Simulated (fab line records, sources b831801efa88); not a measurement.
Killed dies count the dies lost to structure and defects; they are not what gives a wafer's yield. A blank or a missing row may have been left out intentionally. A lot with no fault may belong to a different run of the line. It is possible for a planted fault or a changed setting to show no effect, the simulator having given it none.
Split-lot experiment :: flow sky130 :: route with 708 steps; 5 lots, 23 wafers read

== THE SPLIT ==
At SKY_METAL1_COAT_09 (resist thk 60 nm), the setting resist thk nm was moved away from the recipe's 60 nm on 9 of the 23 wafers read, by -2.1% to +3.7%. The other wafers ran this setting at the recipe's value.

== FROM THE SPLIT TO THE READING: what the file shows between them, 3 steps ==
- SKY_METAL1_DEVELOP_14: develop time 60 s (also split here: dev temp c)
- SKY_METAL1_CD_MEAS_15: target cd 140 nm
- SKY_METAL1_DESCUM_17: chemistry O2, time 8 s

== THE READING ==
oes product au, in a.u., at SKY_METAL1_ETCH_18 (etches BARC in N2/H2, stops on SiO2, time 45.9 s, target depth 60 nm). Typical for fault-free wafers on this fab line: 0.855 a.u., with standard deviation 0.0047 a.u.

wafer: L077.2
tool, chamber at the split: litho track-02, 0
resist thk nm as run, nm: 60
against the recipe: recipe
oes product au, a.u.: 0.856
against lot-mates on the recipe: -

wafer: L077.3
tool, chamber at the split: litho track-02, 0
resist thk nm as run, nm: 60
against the recipe: recipe
oes product au, a.u.: 0.851
against lot-mates on the recipe: -

wafer: L077.5
tool, chamber at the split: litho track-02, 0
resist thk nm as run, nm: 60
against the recipe: recipe
oes product au, a.u.: 0.857
against lot-mates on the recipe: -

wafer: L080.1
tool, chamber at the split: litho track-02, 0
resist thk nm as run, nm: 60
against the recipe: recipe
oes product au, a.u.: 0.853
against lot-mates on the recipe: -

wafer: L080.2
tool, chamber at the split: litho track-02, 0
resist thk nm as run, nm: 61
against the recipe: +1.7%
oes product au, a.u.: 0.861
against lot-mates on the recipe: +0.006

wafer: L080.3
tool, chamber at the split: litho track-02, 0
resist thk nm as run, nm: 61
against the recipe: +1.7%
oes product au, a.u.: 0.863
against lot-mates on the recipe: +0.008

wafer: L080.5
tool, chamber at the split: litho track-02, 0
resist thk nm as run, nm: 60
against the recipe: recipe
oes product au, a.u.: 0.856
against lot-mates on the recipe: -

wafer: L080.6
tool, chamber at the split: litho track-02, 0
resist thk nm as run, nm: 60
against the recipe: recipe
oes product au, a.u.: 0.855
against lot-mates on the recipe: -

wafer: L081.1
tool, chamber at the split: litho track-03, 0
resist thk nm as run, nm: 60
against the recipe: recipe
oes product au, a.u.: 0.855
against lot-mates on the recipe: -

wafer: L081.2
tool, chamber at the split: litho track-03, 0
resist thk nm as run, nm: 60
against the recipe: recipe
oes product au, a.u.: 0.848
against lot-mates on the recipe: -

wafer: L081.3
tool, chamber at the split: litho track-03, 0
resist thk nm as run, nm: 58.73
against the recipe: -2.1%
oes product au, a.u.: 0.846
against lot-mates on the recipe: -0.007

wafer: L081.4
tool, chamber at the split: litho track-03, 0
resist thk nm as run, nm: 60
against the recipe: recipe
oes product au, a.u.: 0.856
against lot-mates on the recipe: -

wafer: L081.5
tool, chamber at the split: litho track-03, 0
resist thk nm as run, nm: 58.73
against the recipe: -2.1%
oes product au, a.u.: 0.840
against lot-mates on the recipe: -0.013

wafer: L082.2
tool, chamber at the split: litho track-03, 0
resist thk nm as run, nm: 61.86
against the recipe: +3.1%
oes product au, a.u.: 0.873
against lot-mates on the recipe: +0.014

wafer: L082.3
tool, chamber at the split: litho track-03, 0
resist thk nm as run, nm: 61.86
against the recipe: +3.1%
oes product au, a.u.: 0.868
against lot-mates on the recipe: +0.009

wafer: L082.4
tool, chamber at the split: litho track-03, 0
resist thk nm as run, nm: 60
against the recipe: recipe
oes product au, a.u.: 0.859
against lot-mates on the recipe: -

wafer: L082.5
tool, chamber at the split: litho track-03, 0
resist thk nm as run, nm: 61.86
against the recipe: +3.1%
oes product au, a.u.: 0.871
against lot-mates on the recipe: +0.012

wafer: L082.6
tool, chamber at the split: litho track-03, 0
resist thk nm as run, nm: 60
against the recipe: recipe
oes product au, a.u.: 0.858
against lot-mates on the recipe: -

wafer: L084.1
tool, chamber at the split: litho track-01, 0
resist thk nm as run, nm: 60
against the recipe: recipe
oes product au, a.u.: 0.865
against lot-mates on the recipe: -

wafer: L084.2
tool, chamber at the split: litho track-01, 0
resist thk nm as run, nm: 62.21
against the recipe: +3.7%
oes product au, a.u.: 0.868
against lot-mates on the recipe: +0.009

wafer: L084.4
tool, chamber at the split: litho track-01, 0
resist thk nm as run, nm: 60
against the recipe: recipe
oes product au, a.u.: 0.859
against lot-mates on the recipe: -

wafer: L084.5
tool, chamber at the split: litho track-01, 0
resist thk nm as run, nm: 62.21
against the recipe: +3.7%
oes product au, a.u.: 0.874
against lot-mates on the recipe: +0.015

wafer: L084.6
tool, chamber at the split: litho track-01, 0
resist thk nm as run, nm: 60
against the recipe: recipe
oes product au, a.u.: 0.854
against lot-mates on the recipe: -

FIT RESULTS
A straight line over all 23 wafers: oes product au changes by +0.00473 a.u. for each +1% of resist thk nm; r = +0.91; the points scatter about the line by 0.0037 a.u.
The same after taking each lot's own level away (the mean of its wafers on the recipe; 23 wafers): +0.00383 a.u. for each +1%; r = +0.90; scatter 0.003 a.u.
According to that fit, moving resist thk nm by its largest amount changes the reading by 0.014 a.u.
The lots' own levels span 0.8530 to 0.8593 a.u., that is 1.3 times the standard deviation above.
Thus the slope moves with the lot-to-lot level: the two fits are different.
Check: with one of the wafers moved furthest among these (+3.7%) left out of the fit, the line predicts +0.0151 a.u. for it against its lot-mates. Against them it came out at +0.00867 a.u.

== ADDITIONAL SPLITS CARRIED BY THESE WAFERS ==
Other splits were also applied to these wafers ahead of the reading. Each is held against what the fit with the lots' levels taken away leaves over:
other split on the same wafers: SKY_CONTACT_ETCH_18 bias w
wafers away from the commonest value: 8
r with oes product au (lot level and that fit taken away): +0.18

other split on the same wafers: SKY_CONTACT_CVD_24 pressure torr
wafers away from the commonest value: 15
r with oes product au (lot level and that fit taken away): -0.04

other split on the same wafers: SKY_METAL1_DEVELOP_14 dev temp c
wafers away from the commonest value: 8
r with oes product au (lot level and that fit taken away): +0.04

== THE WHOLE CHAIN: every reading that the file lists as answering this split, in the file's order ==
step: SKY_METAL1_ETCH_18
what it does: etches BARC in N2/H2, stops on SiO2, time 45.9 s, target depth 60 nm
reading: oes product au
change (the file's fit): +0.00371 a.u. for each +1% of the setting
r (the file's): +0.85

step: SKY_METAL1_ETCH_18
what it does: etches BARC in N2/H2, stops on SiO2, time 45.9 s, target depth 60 nm
reading: etch.depth nm (the simulator's own value, which no gauge read)
change (the file's fit): +0.582 nm for each +1% of the setting
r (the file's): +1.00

== THE FILE'S OWN FIT ==
oes product au changes by +0.00371 a.u. for each +1% of resist thk nm, r = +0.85.
